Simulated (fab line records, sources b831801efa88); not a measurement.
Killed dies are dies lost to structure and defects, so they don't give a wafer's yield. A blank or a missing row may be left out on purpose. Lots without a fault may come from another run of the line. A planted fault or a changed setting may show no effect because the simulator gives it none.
Chamber matching | flow gf180mcu | GF_STI_ETCH_14 on rie_si-02: 4 sister chambers
The step etches Si in HBr/Cl2/O2, target depth 360 nm, time 102.9 s. 14 wafers are shown with their chamber, then 7 later ones without.

WAFERS WITH THEIR CHAMBER
wafer  | chamber | drypump_motor_current_A (A) | run_length_s (s) | rf_fwd_power_W (W)
L229.2 | 0       | 5.4                         | 131.5            | 598.6
L229.3 | 1       | 5.6                         | 130.8            | 599.0
L229.5 | 3       | 6.7                         | 131.5            | 596.4
L230.4 | 3       | 6.7                         | 131.7            | 596.1
L230.5 | 1       | 5.6                         | 130.8            | 597.5
L230.6 | 2       | 6.5                         | 131.2            | 596.6
L232.1 | 2       | 6.4                         | 131.0            | 595.9
L232.3 | 1       | 5.6                         | 130.9            | 595.8
L232.5 | 2       | 6.4                         | 131.1            | 597.0
L239.2 | 2       | 6.4                         | 131.1            | 597.9
L239.4 | 3       | 6.7                         | 131.4            | 595.2
L239.5 | 2       | 6.4                         | 130.9            | 599.6
L242.1 | 3       | 6.7                         | 131.5            | 596.0
L242.5 | 2       | 6.5                         | 131.1            | 596.8

SIGNATURES (means of the wafers above)
reading                 | chamber 0 | chamber 1 | chamber 2 | chamber 3 | scatter within a chamber
drypump_motor_current_A | 5.400     | 5.600     | 6.433     | 6.700     | 0.0365
run_length_s            | 131.500   | 130.833   | 131.067   | 131.525   | 0.104
rf_fwd_power_W          | 598.600   | 597.433   | 597.300   | 595.925   | 1.2
Rule: a wafer's distance from a chamber is the root of the sum, over the readings, of the square of ((its reading less the chamber's mean) divided by the reading's scatter). The wafer belongs to the nearest chamber; if the next one is less than 2 further off, it can't be placed. The scatter: the root of (the sum of the squares of (reading less its chamber's mean) over the shown wafers, divided by (wafers less chambers)).

WAFERS WITHOUT THEIR CHAMBER
wafer  | drypump_motor_current_A (A) | run_length_s (s) | rf_fwd_power_W (W)
L242.6 | 5.6                         | 131.3            | 599.0
L246.1 | 5.4                         | 130.7            | 595.2
L246.2 | 5.6                         | 131.0            | 597.7
L246.4 | 6.5                         | 131.0            | 599.6
L247.3 | 6.4                         | 131.2            | 595.9
L247.5 | 6.4                         | 131.1            | 598.4
L247.6 | 6.7                         | 131.8            | 596.0

WHICH CHAMBER EACH WENT THROUGH
wafer  | from the rows above     | in truth
L242.6 | can't be placed: 1 or 0 | 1
L246.1 | 1                       | 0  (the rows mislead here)
L246.2 | 1                       | 1
L246.4 | 2                       | 2
L247.3 | 2                       | 2
L247.5 | 2                       | 2
L247.6 | 3                       | 3
Placed correctly: 5 of 7. Can't be placed from these rows: 1 (the true chamber is among the candidates in 1). Placed wrongly: 1.
